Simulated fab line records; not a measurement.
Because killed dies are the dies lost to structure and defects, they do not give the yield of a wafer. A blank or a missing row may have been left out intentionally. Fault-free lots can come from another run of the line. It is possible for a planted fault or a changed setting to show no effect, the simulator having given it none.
Comparing a struck lot with a sound one || flow sky130 || 16 steps out of a route of 708
Sound: the wafers L981.2, L981.3, L981.6. Struck: wafer L986.6; the same lot's L986.5 was not struck, so it is left out; see the end for the cause.
Order at every step that has rows: each side's tool, ch and its chambers, its first start. Under that, the readings that differ: sound wafers || struck wafers || difference of the means || sigmas: that difference in standard deviations of wafers without a fault.
alike: words and numbers the same on both sides, and readings whose means are apart by under 2 such deviations; not compared: readings that were withheld, readings missing a value for some wafer, numbers with overlapping values and no deviation given by the record, and bounds like >300 which may hide the same value.
A row with sigmas, a row that says differs or no value, or rows on one side alone: a step with any of these is where the two part. Non-overlapping numbers with no deviation appear without sigmas and do not part them. A reading that every wafer of one side lacks parts them only if that side has two wafers or more.

first, 2 steps without rows for these wafers: SKY_METAL4_PEB_11; SKY_METAL4_DEVELOP_12 (develop time 60 s).
SKY_METAL4_CD_MEAS_13: target cd 300 nm.
  struck on cd sem-02, day 43 09:50; sound on cd sem-02, day 41 21:16
  alike: cd nm
SKY_METAL4_OVL_MEAS_14:
  struck on overlay-02, day 43 09:53; sound on overlay-01, day 41 21:23
  alike: METAL4_OVL
SKY_METAL4_DESCUM_15: chemistry O2, time 8 s.
  sound on rie metal-03 ch 0,1, day 41 21:25; struck on rie metal-02 ch 1, day 43 09:55
  alike: drypump motor current A, oes product au, rf fwd power W
  not compared: rf hours counter h
SKY_METAL4_ETCH_16: etches BARC in N2/H2, stops on SiO2, time 88.2 s, target depth 60 nm.
  sound on rie metal-03 ch 0,1, day 41 21:26; struck on rie metal-02 ch 1, day 43 10:00
  alike: drypump motor current A, h2 flow sccm, oes product au, rf fwd power W, throttle valve pct
  not compared: rf hours counter h
SKY_METAL4_ETCH_17: etches SiO2 in C4F8/O2/Ar, stops on TiN, time 3.9 s, target depth 15 nm.
  sound on rie diel-03 ch 1,2,3, day 41 21:32; struck on rie diel-02 ch 3, day 43 10:02
  alike: oes product au, rf fwd power W
then, 1 step without rows for these wafers: SKY_METAL4_METAL_ETCH_18 (etches the open film in Cl2/BCl3, stops on SiO2, target depth 845 nm, time 183.1 s).
SKY_METAL4_STRIP_19: strips in O2/N2.
  sound on plasma asher-02 ch 0,1, day 41 21:44; struck on plasma asher-02 ch 1, day 43 10:18
  alike: drypump motor current A, oes product au, strip time to endpoint s
  not compared: rf hours counter h
then, 3 steps without rows for these wafers: SKY_METAL4_STRIP_20 (strips in post etch residue remover, time 1200 s); SKY_METAL4_CLEAN_21 (cleans in IPA, time 180 s); SKY_METAL4_CLEAN_22 (cleans in O3/DIW).
SKY_VIA4_HDPCVD_00: deposits SiO2, target thk 1750 nm, time 291.7 s.
  sound on hdpcvd-02 ch 1,2, day 41 22:20; struck on hdpcvd-02 ch 1, day 43 10:55
{"reading": "model.SiO2_of_VIA4_HDPCVD_00.thk nm (nm)", "sound": "1727 1720 1747", "struck": 1227, "difference": -504, "sigmas": ""}
SKY_VIA4_THK_MEAS_01:
  struck on film metro-04, day 43 11:02; sound on film metro-01, day 41 22:32
{"reading": "VIA4_HDPCVD_THK (nm)", "sound": "1725 1720 1747", "struck": 1228, "difference": -503, "sigmas": -24}
SKY_VIA4_CMP_02: polishes SiO2.
  sound on cmp-02 ch 0,1,2, day 41 22:41; struck on cmp-02 ch 1, day 43 11:16
  alike: motor current A
-- the record jumps here: 4 days lie between the struck wafers' starts before and after (it left off in module VIA4 and takes up again in module PAD_OPEN, whose first step shown is number 708 of the route) --
SKY_PAD_OPEN_PROBE_99:
  struck on prober-02, day 47 06:11; sound on prober-02, day 45 20:56
{"reading": "model.etest.tester.sort n pass", "sound": "413 416 407", "struck": 262, "difference": -150, "sigmas": ""}
{"reading": "model.etest.tester.sort yield pct (%)", "sound": "83.94 84.55 82.72", "struck": 53.25, "difference": -30.49, "sigmas": ""}
{"reading": "model.etest.tester.sort_bin_3_pct (%)", "sound": "0.813 0.813 0.813", "struck": 32.51, "difference": "+31.70", "sigmas": ""}
{"reading": "model.etest.met5 comb.leak log10 a um", "sound": "-11.98 -12.1 -11.87", "struck": -7.246, "difference": "+4.737", "sigmas": ""}
{"reading": "model.etest.tester.sort_bin_8_pct (%)", "sound": "0 0 0", "struck": 8.688e-07, "difference": "+8.688e-07", "sigmas": ""}
  alike: defect limited yield, killed_at_M0_to_M3, killed_at_M4_up, killed at contacts, killed at front end, killed at other, killed dies, killed open, killed short

== WHERE THEY PART ==
At SKY_VIA4_THK_MEAS_01 and nowhere else, as far as this record goes. Later steps at which nothing parts them and some readings are alike: SKY_VIA4_CMP_02, SKY_PAD_OPEN_PROBE_99.

WHY: whatever the simulator had introduced
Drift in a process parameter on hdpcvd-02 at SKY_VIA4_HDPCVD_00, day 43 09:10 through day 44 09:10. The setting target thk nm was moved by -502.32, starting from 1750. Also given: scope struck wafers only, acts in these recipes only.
